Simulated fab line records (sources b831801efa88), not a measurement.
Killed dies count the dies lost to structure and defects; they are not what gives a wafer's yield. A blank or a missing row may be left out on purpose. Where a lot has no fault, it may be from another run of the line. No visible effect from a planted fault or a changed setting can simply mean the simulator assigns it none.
Which tool was responsible? || flow gf180mcu || 36 wafers from 12 lots sampled at 5 of the route's 602 steps

## WHAT THE GAUGES READ, wafer by wafer
GF_HV_LDD_OVL_MEAS_47.
{"lot": "L971", "measured": "day 13 05:33", "on": "overlay-02", "HV_LDD_03_OVL (nm)": "-0.8 -0.5 -0.2"}
{"lot": "L972", "measured": "day 13 17:45", "on": "overlay-02", "HV_LDD_03_OVL (nm)": "0.7 2.8 1.0"}
{"lot": "L974", "measured": "day 14 05:37", "on": "overlay-02", "HV_LDD_03_OVL (nm)": "0.4 0.8 1.3"}
{"lot": "L975", "measured": "day 14 15:04", "on": "overlay-02", "HV_LDD_03_OVL (nm)": "1.2 -0.9 -0.7"}
{"lot": "L976", "measured": "day 15 03:58", "on": "overlay-01", "HV_LDD_03_OVL (nm)": "1.5 0.4 0.0"}
{"lot": "L984", "measured": "day 17 16:21", "on": "overlay-02", "HV_LDD_03_OVL (nm)": "2.3 3.4 1.5"}
{"lot": "L986", "measured": "day 18 10:33", "on": "overlay-02", "HV_LDD_03_OVL (nm)": "1.8 0.8 2.4"}
{"lot": "L987", "measured": "day 18 16:52", "on": "overlay-02", "HV_LDD_03_OVL (nm)": "-1.1 2.4 0.5"}
{"lot": "L988", "measured": "day 19 03:27", "on": "overlay-02", "HV_LDD_03_OVL (nm)": "3.4 2.9 2.4"}
{"lot": "L989", "measured": "day 19 09:37", "on": "overlay-01", "HV_LDD_03_OVL (nm)": "1.8 1.5 -0.7"}
{"lot": "L990", "measured": "day 20 04:06", "on": "overlay-02", "HV_LDD_03_OVL (nm)": "1.2 -0.2 0.9"}
{"lot": "L991", "measured": "day 19 22:45", "on": "overlay-02", "HV_LDD_03_OVL (nm)": "1.3 1.9 0.6"}

GF_SALICIDE_RS_MEAS_04: measurement is done with a four-point probe.
{"lot": "L971", "measured": "day 16 02:23", "on": "filmMetro-02", "SALICIDE_TIN_RS (ohm/sq)": "16.1 15.9 16.4"}
{"lot": "L972", "measured": "day 16 13:58", "on": "filmMetro-03", "SALICIDE_TIN_RS (ohm/sq)": "16.7 16.6 16.6"}
{"lot": "L974", "measured": "day 17 05:02", "on": "filmMetro-03", "SALICIDE_TIN_RS (ohm/sq)": "15.9 15.7 15.9"}
{"lot": "L975", "measured": "day 17 15:27", "on": "filmMetro-03", "SALICIDE_TIN_RS (ohm/sq)": "19.1 19.2 18.9 19.1 19.2 18.8"}
{"lot": "L976", "measured": "day 18 04:46", "on": "filmMetro-04", "SALICIDE_TIN_RS (ohm/sq)": "19.6 20.1 20.3 19.6 20.2 20.3"}
{"lot": "L984", "measured": "day 20 21:13", "on": "filmMetro-04", "SALICIDE_TIN_RS (ohm/sq)": "16.0 16.0 16.2"}
{"lot": "L986", "measured": "day 21 15:20", "on": "filmMetro-02", "SALICIDE_TIN_RS (ohm/sq)": "16.1 16.1 16.1"}
{"lot": "L987", "measured": "day 21 21:28", "on": "filmMetro-03", "SALICIDE_TIN_RS (ohm/sq)": "17.1 16.8 16.7"}
{"lot": "L988", "measured": "day 22 08:14", "on": "filmMetro-02", "SALICIDE_TIN_RS (ohm/sq)": "16.3 16.4 16.2"}
{"lot": "L989", "measured": "day 22 13:54", "on": "filmMetro-04", "SALICIDE_TIN_RS (ohm/sq)": "16.1 16.2 16.0"}
{"lot": "L990", "measured": "day 23 06:59", "on": "filmMetro-03", "SALICIDE_TIN_RS (ohm/sq)": "16.8 16.6 16.3"}
{"lot": "L991", "measured": "day 23 02:19", "on": "filmMetro-02", "SALICIDE_TIN_RS (ohm/sq)": "16.8 16.7 16.4"}

GF_SALICIDE_THK_MEAS_05: measures by xrf.
{"lot": "L971", "measured": "day 16 02:30", "on": "filmMetro-02", "SALICIDE_TIN_THK (nm)": "20.43 20.45 20.76"}
{"lot": "L972", "measured": "day 16 14:04", "on": "filmMetro-03", "SALICIDE_TIN_THK (nm)": "20.03 20.08 19.93"}
{"lot": "L974", "measured": "day 17 05:09", "on": "filmMetro-03", "SALICIDE_TIN_THK (nm)": "20.32 20.62 20.74"}
{"lot": "L975", "measured": "day 17 17:08", "on": "filmMetro-03", "SALICIDE_TIN_THK (nm)": "10.00 10.15 10.05 9.95 10.12 10.01"}
{"lot": "L976", "measured": "day 18 09:05", "on": "filmMetro-04", "SALICIDE_TIN_THK (nm)": "9.60 9.56 9.46 9.63 9.55 9.50"}
{"lot": "L984", "measured": "day 20 21:20", "on": "filmMetro-04", "SALICIDE_TIN_THK (nm)": "20.42 20.27 20.13"}
{"lot": "L986", "measured": "day 21 15:27", "on": "filmMetro-02", "SALICIDE_TIN_THK (nm)": "19.88 19.94 20.07"}
{"lot": "L987", "measured": "day 21 21:34", "on": "filmMetro-03", "SALICIDE_TIN_THK (nm)": "19.96 19.57 19.92"}
{"lot": "L988", "measured": "day 22 08:21", "on": "filmMetro-02", "SALICIDE_TIN_THK (nm)": "19.81 20.23 20.01"}
{"lot": "L989", "measured": "day 22 14:01", "on": "filmMetro-04", "SALICIDE_TIN_THK (nm)": "20.42 20.37 20.47"}
{"lot": "L990", "measured": "day 23 07:06", "on": "filmMetro-03", "SALICIDE_TIN_THK (nm)": "20.05 19.73 19.86"}
{"lot": "L991", "measured": "day 23 02:26", "on": "filmMetro-02", "SALICIDE_TIN_THK (nm)": "20.21 20.12 20.02"}

## TOOL THAT RAN EACH LOT (tool first, then ch and the chambers of the sampled wafers, then the start)
{"lot": "L971", "GF_STI_CMP_25": "cmp-01 ch 0,1,2, day 2 18:38", "GF_SALICIDE_SPUTTER_03": "pvdSputter-01, day 16 02:20"}
{"lot": "L972", "GF_STI_CMP_25": "cmp-02 ch 0,1, day 3 01:33", "GF_SALICIDE_SPUTTER_03": "pvdSputter-03, day 16 13:52"}
{"lot": "L974", "GF_STI_CMP_25": "cmp-01 ch 0,1,2, day 3 09:53", "GF_SALICIDE_SPUTTER_03": "pvdSputter-01, day 17 04:59"}
{"lot": "L975", "GF_STI_CMP_25": "cmp-01 ch 0,2,3, day 3 15:06", "GF_SALICIDE_SPUTTER_03": "pvdSputter-01, day 17 15:24"}
{"lot": "L976", "GF_STI_CMP_25": "cmp-02 ch 0,2,3, day 3 22:19", "GF_SALICIDE_SPUTTER_03": "pvdSputter-01, day 18 04:42"}
{"lot": "L984", "GF_STI_CMP_25": "cmp-02 ch 1,2,3, day 5 13:34", "GF_SALICIDE_SPUTTER_03": "pvdSputter-02, day 20 21:11"}
{"lot": "L986", "GF_STI_CMP_25": "cmp-02 ch 1,2,3, day 6 00:39", "GF_SALICIDE_SPUTTER_03": "pvdSputter-02, day 21 15:18"}
{"lot": "L987", "GF_STI_CMP_25": "cmp-01 ch 1,2,3, day 6 04:29", "GF_SALICIDE_SPUTTER_03": "pvdSputter-01, day 21 21:25"}
{"lot": "L988", "GF_STI_CMP_25": "cmp-01 ch 1,2, day 6 10:59", "GF_SALICIDE_SPUTTER_03": "pvdSputter-01, day 22 08:12"}
{"lot": "L989", "GF_STI_CMP_25": "cmp-02 ch 1,3, day 6 17:50", "GF_SALICIDE_SPUTTER_03": "pvdSputter-02, day 22 13:52"}
{"lot": "L990", "GF_STI_CMP_25": "cmp-02 ch 0,2,3, day 6 22:46", "GF_SALICIDE_SPUTTER_03": "pvdSputter-01, day 23 06:58"}
{"lot": "L991", "GF_STI_CMP_25": "cmp-02 ch 1,2, day 7 01:38", "GF_SALICIDE_SPUTTER_03": "pvdSputter-01, day 23 02:17"}
- GF_STI_CMP_25: polishes, stops on Si3N4, t overpolish 33 s, target thk 524.6 nm.
- GF_SALICIDE_SPUTTER_03: material TiN, target thk 20 nm, time 16.7 s.

## WHAT THE TOOLS THEMSELVES READ (means of the sampled wafers that have a number; where no wafer has one, the mark that the record gives instead)
GF_STI_CMP_25.
{"lot": "L971", "tool": "cmp-01", "edgeZonePressureFrac": 0.995, "motorCurrentA (A)": 12.0, "overpolishRunS (s)": 33.000, "slurryFilterDpKPa (kPa)": 13.41, "timeToEndpointS (s)": 127}
{"lot": "L972", "tool": "cmp-02", "edgeZonePressureFrac": 1.000, "motorCurrentA (A)": 11.3, "overpolishRunS (s)": 33.001, "slurryFilterDpKPa (kPa)": 13.43, "timeToEndpointS (s)": 131}
{"lot": "L974", "tool": "cmp-01", "edgeZonePressureFrac": 0.999, "motorCurrentA (A)": 11.6, "overpolishRunS (s)": 33.004, "slurryFilterDpKPa (kPa)": 13.45, "timeToEndpointS (s)": 129}
{"lot": "L975", "tool": "cmp-01", "edgeZonePressureFrac": 1.003, "motorCurrentA (A)": 12.8, "overpolishRunS (s)": 32.993, "slurryFilterDpKPa (kPa)": 13.44, "timeToEndpointS (s)": 135}
{"lot": "L976", "tool": "cmp-02", "edgeZonePressureFrac": 0.998, "motorCurrentA (A)": 11.3, "overpolishRunS (s)": 32.994, "slurryFilterDpKPa (kPa)": 13.43, "timeToEndpointS (s)": 122}
{"lot": "L984", "tool": "cmp-02", "edgeZonePressureFrac": 0.999, "motorCurrentA (A)": 11.5, "overpolishRunS (s)": 33.009, "slurryFilterDpKPa (kPa)": 13.52, "timeToEndpointS (s)": 121}
{"lot": "L986", "tool": "cmp-02", "edgeZonePressureFrac": 0.993, "motorCurrentA (A)": 11.4, "overpolishRunS (s)": 33.003, "slurryFilterDpKPa (kPa)": 13.47, "timeToEndpointS (s)": 119}
{"lot": "L987", "tool": "cmp-01", "edgeZonePressureFrac": 1.001, "motorCurrentA (A)": 12.9, "overpolishRunS (s)": 32.998, "slurryFilterDpKPa (kPa)": 13.38, "timeToEndpointS (s)": 133}
{"lot": "L988", "tool": "cmp-01", "edgeZonePressureFrac": 0.997, "motorCurrentA (A)": 11.5, "overpolishRunS (s)": 32.999, "slurryFilterDpKPa (kPa)": 13.47, "timeToEndpointS (s)": 126}
{"lot": "L989", "tool": "cmp-02", "edgeZonePressureFrac": 1.009, "motorCurrentA (A)": 10.4, "overpolishRunS (s)": 33.005, "slurryFilterDpKPa (kPa)": 13.61, "timeToEndpointS (s)": 125}
{"lot": "L990", "tool": "cmp-02", "edgeZonePressureFrac": 0.997, "motorCurrentA (A)": 11.4, "overpolishRunS (s)": 32.999, "slurryFilterDpKPa (kPa)": 13.32, "timeToEndpointS (s)": 123}
{"lot": "L991", "tool": "cmp-02", "edgeZonePressureFrac": 1.000, "motorCurrentA (A)": 12.4, "overpolishRunS (s)": 33.008, "slurryFilterDpKPa (kPa)": 13.31, "timeToEndpointS (s)": 122}

GF_SALICIDE_SPUTTER_03.
{"lot": "L971", "tool": "pvdSputter-01", "throttleValvePct (%)": 30.1}
{"lot": "L972", "tool": "pvdSputter-03", "throttleValvePct (%)": 29.9}
{"lot": "L974", "tool": "pvdSputter-01", "throttleValvePct (%)": 30.7}
{"lot": "L975", "tool": "pvdSputter-01", "throttleValvePct (%)": 30.3}
{"lot": "L976", "tool": "pvdSputter-01", "throttleValvePct (%)": 30.4}
{"lot": "L984", "tool": "pvdSputter-02", "throttleValvePct (%)": 29.9}
{"lot": "L986", "tool": "pvdSputter-02", "throttleValvePct (%)": 30.8}
{"lot": "L987", "tool": "pvdSputter-01", "throttleValvePct (%)": 30.3}
{"lot": "L988", "tool": "pvdSputter-01", "throttleValvePct (%)": 30.3}
{"lot": "L989", "tool": "pvdSputter-02", "throttleValvePct (%)": 28.8}
{"lot": "L990", "tool": "pvdSputter-01", "throttleValvePct (%)": 30.1}
{"lot": "L991", "tool": "pvdSputter-01", "throttleValvePct (%)": 30.8}

## THE ANSWER, worked out from the rows above alone
Rule: usual is defined by the lots themselves. Put in order of their means at a reading, lots are off if they are a third of the lots or fewer, leave a main group of 4 or more, and stand apart from it by a gap of 3 or more times the standard deviation of the main group's means; of several such gaps the widest counts. The tables above print the reading to a certain number of digits; a main group whose means all agree to those digits is not used. A lot without any number at a reading at which 4 lots or more have one is off too. All remaining lots with rows at the step are treated as sound. Order of review: gauges by route order, followed by the tools' own readings, for which a lot's mean as printed above is used. The first step at which some lot is off is used, and at that step the reading that is off furthest; a lot without a number counts as furthest.
Off: L975, L976, at GF_SALICIDE_RS_MEAS_04 (SALICIDE_TIN_RS). The main group: mean 16.3 ohm/sq, standard deviation 0.31.
A tool fits if, at a process step before that reading, it ran every lot that is off, and no sound lot after the first of them. Gauges at GF_SALICIDE_RS_MEAS_04: tried the same way as those tools. Not one of the candidates tried fits.

## WHAT THE SIMULATOR PUT IN
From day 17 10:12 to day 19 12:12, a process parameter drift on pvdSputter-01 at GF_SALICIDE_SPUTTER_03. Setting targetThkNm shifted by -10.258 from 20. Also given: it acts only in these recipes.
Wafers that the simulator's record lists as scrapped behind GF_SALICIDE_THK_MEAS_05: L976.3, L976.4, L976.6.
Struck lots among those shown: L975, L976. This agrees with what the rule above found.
